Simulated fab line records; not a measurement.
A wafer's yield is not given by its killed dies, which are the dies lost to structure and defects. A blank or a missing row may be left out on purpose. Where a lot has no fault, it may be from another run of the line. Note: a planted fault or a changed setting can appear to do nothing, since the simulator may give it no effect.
Struck lot and sound lot, side by side + flow sky130 + 23 steps out of a route of 708
Sound: wafers L807.2, L807.4, L807.6. Struck: wafers L818.1, L818.2, L818.6. The cause comes at the end.
For every step that has rows: the tool of each side, followed by ch and its chambers, followed by its first start. Under that, the readings that differ: sound wafers + struck wafers + difference of the means + sigmas: that difference in standard deviations of wafers without a fault.
alike: words and numbers the same on both sides, and readings whose means are apart by under 2 such deviations; not compared: readings that were withheld, readings missing a value for some wafer, numbers with overlapping values and no deviation given by the record, and bounds like >300 which may hide the same value.
A row with sigmas, a row that says differs or no value, or rows on one side alone: a step with any of these is where the two part. Non-overlapping numbers with no deviation appear without sigmas and do not part them. Lack of a reading on every wafer of one side parts them only where that side has two or more wafers.

SKY_LOCAL_INTERCONNECT_STRIP_15: strips in O2/N2.
  sound on plasma-asher-02 ch 0,1, day 33 23:31; struck on plasma-asher-03 ch 0,1, day 37 07:48
  alike: drypump-motor-current-A, n2-flow-sccm, oes-product-au, strip-time-to-endpoint-s
  not compared: rf-hours-counter-h
then, 3 steps without rows for these wafers: SKY_LOCAL_INTERCONNECT_STRIP_16 (strips in post etch residue remover, time 1200 s); SKY_LOCAL_INTERCONNECT_CLEAN_17 (cleans in IPA, time 180 s); SKY_LOCAL_INTERCONNECT_CLEAN_18 (cleans in O3/DIW).
SKY_CONTACT_CVD_00: deposits Si3N4, target thk 75 nm.
  sound on pecvd-01 ch 0,1, day 34 00:07; struck on pecvd-01 ch 1,2, day 37 08:24
  alike: heater-power-w
SKY_CONTACT_THK_MEAS_01:
  sound on film-metro-02, day 34 00:09; struck on film-metro-01, day 37 08:26
  alike: CONTACT_CVD_00_THK
then, 1 step without rows for these wafers: SKY_CONTACT_HDPCVD_02 (deposits SiO2, target thk 565 nm, time 94.2 s).
SKY_CONTACT_THK_MEAS_03:
  sound on film-metro-03, day 34 00:17; struck on film-metro-03, day 37 08:34
  alike: CONTACT_HDPCVD_THK
SKY_CONTACT_CMP_04: polishes SiO2.
  sound on cmp-02 ch 2,3, day 34 00:20; struck on cmp-02 ch 1,2, day 37 08:40
  alike: motor-current-A, time-to-endpoint-s
SKY_CONTACT_BOW_MEAS_05:
  sound on film-metro-03, day 34 00:39; struck on film-metro-03, day 37 08:55
  alike: CONTACT_BOW
then, 2 steps without rows for these wafers: SKY_CONTACT_DEHYDRATE_06 (time 60 s); SKY_CONTACT_HMDS_07 (prime time 60 s).
SKY_CONTACT_COAT_08: resist thk 60 nm.
  sound on litho-track-03 ch 0, day 34 13:22; struck on litho-track-03 ch 0, day 37 20:29
| reading              | sound                | struck               | difference | sigmas |
|----------------------|----------------------|----------------------|------------|--------|
| spin-speed-rpm (rpm) | 2999.5 2998.2 2997.5 | 2891.2 2890.6 2894.6 | -106.3     | -59    |
then, 5 steps without rows for these wafers: SKY_CONTACT_COAT_09 (resist thk 450 nm); SKY_CONTACT_SOFTBAKE_10 (time 90 s); SKY_CONTACT_EXPOSE_11 (exposes mask CTM1, target cd 170 nm); SKY_CONTACT_PEB_12; SKY_CONTACT_DEVELOP_13 (develop time 60 s).
SKY_CONTACT_CD_MEAS_14 targets a cd of 170 nm.
  sound on cd-sem-01, day 35 02:59; struck on cd-sem-02, day 38 10:25
  alike: cd-nm
SKY_CONTACT_OVL_MEAS_15:
  sound on overlay-01, day 35 03:05; struck on overlay-01, day 38 10:32
  alike: CONTACT_OVL
SKY_CONTACT_ETCH_16: etches BARC in N2/H2, stops on SiO2, time 45.9 s, target depth 60 nm.
  sound on rie-diel-03 ch 0,3, day 35 03:07; struck on rie-diel-01 ch 1,2,3, day 38 10:34
| reading                  | sound             | struck            | difference | sigmas |
|--------------------------|-------------------|-------------------|------------|--------|
| oes-product-au (a.u.)    | 0.847 0.852 0.850 | 0.862 0.861 0.868 | +0.014     | +3     |
| model.etch.depth-nm (nm) | 59.68 59.69 59.75 | 60.85 60.89 60.81 | +1.14      |        |
  alike: drypump-motor-current-A, n2-flow-sccm, throttle-valve-pct
  not compared: rf-hours-counter-h
SKY_CONTACT_ETCH_17: etches SiO2 in C4F8/O2/Ar, stops on Si3N4, target depth 340 nm.
  sound on rie-diel-03 ch 0,3, day 35 03:10; struck on rie-diel-01 ch 1,2,3, day 38 10:36
  alike: oes-product-au
-- the record jumps here: 12 days lie between the struck wafers' starts before and after (it left off in module CONTACT and takes up again in module PAD_OPEN, whose first step shown is number 708 of the route) --
SKY_PAD_OPEN_PROBE_99:
  sound on prober-01, day 48 11:01; struck on prober-02, day 50 19:38
| reading            | sound    | struck   | difference | sigmas |
|--------------------|----------|----------|------------|--------|
| killed-at-contacts | 29 26 29 | 18 15 15 | -12        | -2     |
  alike: killed_at_M0_to_M3, killed_at_M4_up, killed-at-front-end, killed-at-other, killed-dies, killed-open, killed-short

== WHERE THEY PART ==
First at SKY_CONTACT_COAT_08; last, within this record, at SKY_PAD_OPEN_PROBE_99.

WHY: what had been put in by the simulator
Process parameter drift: litho-track-03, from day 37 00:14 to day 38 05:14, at SKY_CONTACT_COAT_08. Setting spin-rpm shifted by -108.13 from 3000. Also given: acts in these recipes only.
